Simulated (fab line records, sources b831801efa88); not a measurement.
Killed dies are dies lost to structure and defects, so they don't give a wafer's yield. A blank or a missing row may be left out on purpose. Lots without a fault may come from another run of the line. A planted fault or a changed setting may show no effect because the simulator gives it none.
A struck lot beside a sound one | flow sky130 | 20 steps out of a route of 708
Sound: wafers L421.1, L421.2, L421.4. Struck: wafers L417.1, L417.2, L417.3. The cause comes at the end.
At each step with rows: each side's tool, then ch and its chambers, then its first start. Under that, the readings that differ: sound wafers | struck wafers | difference of the means | sigmas: that difference in standard deviations of wafers without a fault.
alike: readings whose means differ by less than 2 such deviations, and words and numbers that are the same on both sides. not compared: withheld readings, readings that some wafer has no value for, bounds like >300 that may hide the same value, and numbers for which the record gives no deviation and whose values overlap.
The two part at a step that has a row with sigmas, a row that says differs or no value, or rows on one side only. Numbers that don't overlap but have no deviation are shown without sigmas and don't part them. A reading that every wafer of one side lacks parts them only if that side has two wafers or more.

SKY_LDD_HVP_OVL_MEAS_07:
  sound on overlay-01, day 28 13:59; struck on overlay-02, day 27 08:14
  alike: LDD_HVP_OVL
then, 1 step without rows for these wafers: SKY_LDD_HVP_IMPLANT_08.
SKY_LDD_HVP_STRIP_09: strips in O2/N2.
  sound on plasma_asher-02 ch 0,1, day 28 14:10; struck on plasma_asher-04 ch 0,1, day 27 08:25
  alike: chamber_pressure_mTorr, drypump_motor_current_A, oes_product_au, strip_time_to_endpoint_s
  not compared: rf_hours_counter_h
SKY_LDD_HVP_TW_MEAS_10:
  sound on film_metro-01, day 28 14:16; struck on film_metro-03, day 27 08:31
  reading    | sound             | struck            | difference | sigmas
  LDD_HVP_TW | 454.1 455.4 455.5 | 461.9 459.6 459.7 | +5.4       | +2
then, 7 steps without rows for these wafers: SKY_LDD_LDN_DEHYDRATE_00 (time 60 s); SKY_LDD_LDN_HMDS_01 (prime time 60 s); SKY_LDD_LDN_COAT_02 (resist thk 1140 nm); SKY_LDD_LDN_SOFTBAKE_03 (time 60 s); SKY_LDD_LDN_EXPOSE_04 (exposes mask LDNTM, target cd 700 nm); SKY_LDD_LDN_PEB_05; SKY_LDD_LDN_DEVELOP_06 (develop time 60 s).
SKY_LDD_LDN_OVL_MEAS_07:
  sound on overlay-02, day 29 16:26; struck on overlay-02, day 28 12:17
  alike: LDD_LDN_OVL
SKY_LDD_LDN_IMPLANT_08:
  sound on implanter-01 ch 0, day 29 16:29; struck on implanter-02 ch 0, day 28 12:39
  alike: dose_ions_cm2
then, 3 steps without rows for these wafers: SKY_LDD_LDN_IMPLANT_09; SKY_LDD_LDN_IMPLANT_10; SKY_LDD_LDN_IMPLANT_11.
SKY_LDD_LDN_STRIP_12: strips in O2/N2.
  sound on plasma_asher-03 ch 0,1, day 29 17:05; struck on plasma_asher-03 ch 0,1, day 28 13:15
  alike: chamber_pressure_mTorr, drypump_motor_current_A, oes_product_au, strip_time_to_endpoint_s
  not compared: rf_hours_counter_h
SKY_LDD_LDN_TW_MEAS_13:
  sound on film_metro-04, day 29 17:11; struck on film_metro-04, day 28 13:21
  reading    | sound          | struck         | difference | sigmas
  LDD_LDN_TW | 1492 1487 1484 | 1595 1593 1600 | +108       | +7
then, 1 step without rows for these wafers: SKY_LDD_LDN_CLEAN_14 (cleans in SC1/SC2, time 150 s).
-- the record jumps here: 21 days lie between the struck wafers' starts before and after (it left off in module LDD_LDN and takes up again in module PAD_OPEN, whose first step shown is number 708 of the route) --
SKY_PAD_OPEN_PROBE_99:
  sound on prober-02, day 49 21:13; struck on prober-02, day 49 03:14
  reading                         | sound          | struck         | difference | sigmas
  model.etest.tip_sonos.rs_ohm_sq | 2732 2708 2763 | 2318 2331 2289 | -422       |
  alike: killed_at_M0_to_M3, killed_at_M4_up, killed_at_contacts, killed_at_front_end, killed_at_other, killed_dies, killed_open, killed_short

WHERE THEY PART
First at SKY_LDD_HVP_TW_MEAS_10; last, within this record, at SKY_LDD_LDN_TW_MEAS_13. Later steps at which nothing parts them and some readings are alike: SKY_PAD_OPEN_PROBE_99.

WHY: what the simulator had put in
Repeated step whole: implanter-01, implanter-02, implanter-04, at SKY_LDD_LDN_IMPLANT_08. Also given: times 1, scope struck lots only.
